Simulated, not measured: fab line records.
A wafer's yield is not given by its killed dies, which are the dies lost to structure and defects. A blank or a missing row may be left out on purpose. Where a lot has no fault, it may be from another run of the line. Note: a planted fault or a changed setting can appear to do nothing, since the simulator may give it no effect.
The same fault as seen by 2 desks | flow sky130 | only its own numbers are on each desk; what lay behind them is given at the end

== DESK OF THE TOOL OWNER: cvd_w-01 ==
The tool's own readings at SKY_LI_CONTACT_CVD_21 (deposits W, target thk 400 nm, time 120.56 s): means of the sampled wafers that have a number, for each lot that ran on this tool. Any lot whose mean is over 4 standard deviations away from the usual mean is out of limits and marked OUT; that distance is given in the brackets.
Columns: A = chamber_pressure_Torr at SKY_LI_CONTACT_CVD_21, usual 40.01 Torr; B = heater_power_w at SKY_LI_CONTACT_CVD_21, usual 859 W
lot  | first seen here | A               | B
L798 | day 29 16:02    | 39.99           | 868
L800 | day 30 11:56    | 40.04           | 871
L806 | day 32 13:45    | 39.95           | 879
L807 | day 32 20:30    | 40.07           | 878
L811 | day 33 18:19    | 41.22 (+15) OUT | 940
L813 | day 34 12:08    | 41.26 (+15) OUT | 882
This desk's verdict: out of limits on L811, L813, starting with L811 at day 33 18:19 (chamber_pressure_Torr at SKY_LI_CONTACT_CVD_21). Within limits: L798, L800, L806, L807.

== FROM THE METROLOGY DESK ==
Lot by lot, what the gauges showed, no matter which tool ran the lot: averages of those sampled wafers that carry a number. Any lot whose mean is over 4 standard deviations away from the usual mean is out of limits and marked OUT; that distance is given in the brackets.
Columns: A = cd_nm at SKY_SD_N_CD_MEAS_07, usual 379.7 nm; B = cd_nm at SKY_LI_CONTACT_CD_MEAS_12, usual 169.8 nm
lot  | first seen here | A     | B
L797 | day 27 21:29    | 379.3 | 169.6
L796 | day 27 22:49    | 376.2 | 168.1
L798 | day 28 09:16    | 384.6 | 170.8
L799 | day 28 15:25    | 379.4 | 171.1
L800 | day 29 06:14    | 378.3 | 170.3
L801 | day 29 14:37    | 378.2 | 171.6
L802 | day 29 18:35    | 377.5 | 170.1
L804 | day 30 08:37    | 377.2 | 169.4
L806 | day 31 07:36    | 379.6 | 170.1
L807 | day 31 15:23    | 381.1 | 171.0
L811 | day 32 13:32    | 380.3 | 168.4
L813 | day 33 07:43    | 380.4 | 168.7
L819 | day 35 10:04    | 374.9 | 169.5
L818 | day 35 19:01    | 378.7 | 170.4
This desk's finding: nothing out of limits on any of the 14 lots.

== ALL TOGETHER ==
At day 33 18:19, on L811, L813, the tool owner's desk was in a position to raise an alarm.
From the metrology desk's view, nothing was out of limits.
The metrology desk has L811, L813 on record, within its limits.
All the named lots went through SKY_LI_CONTACT_CVD_21 on cvd_w-01.

== WHAT THE SIMULATOR HAD PUT IN ==
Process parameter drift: cvd_w-01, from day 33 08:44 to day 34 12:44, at SKY_LI_CONTACT_CVD_21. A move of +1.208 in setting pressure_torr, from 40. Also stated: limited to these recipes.
Shown lots that were struck: L811, L813.
Time in hours from fault onset to the first out-of-limits reading at each desk: the tool owner's desk, 10.
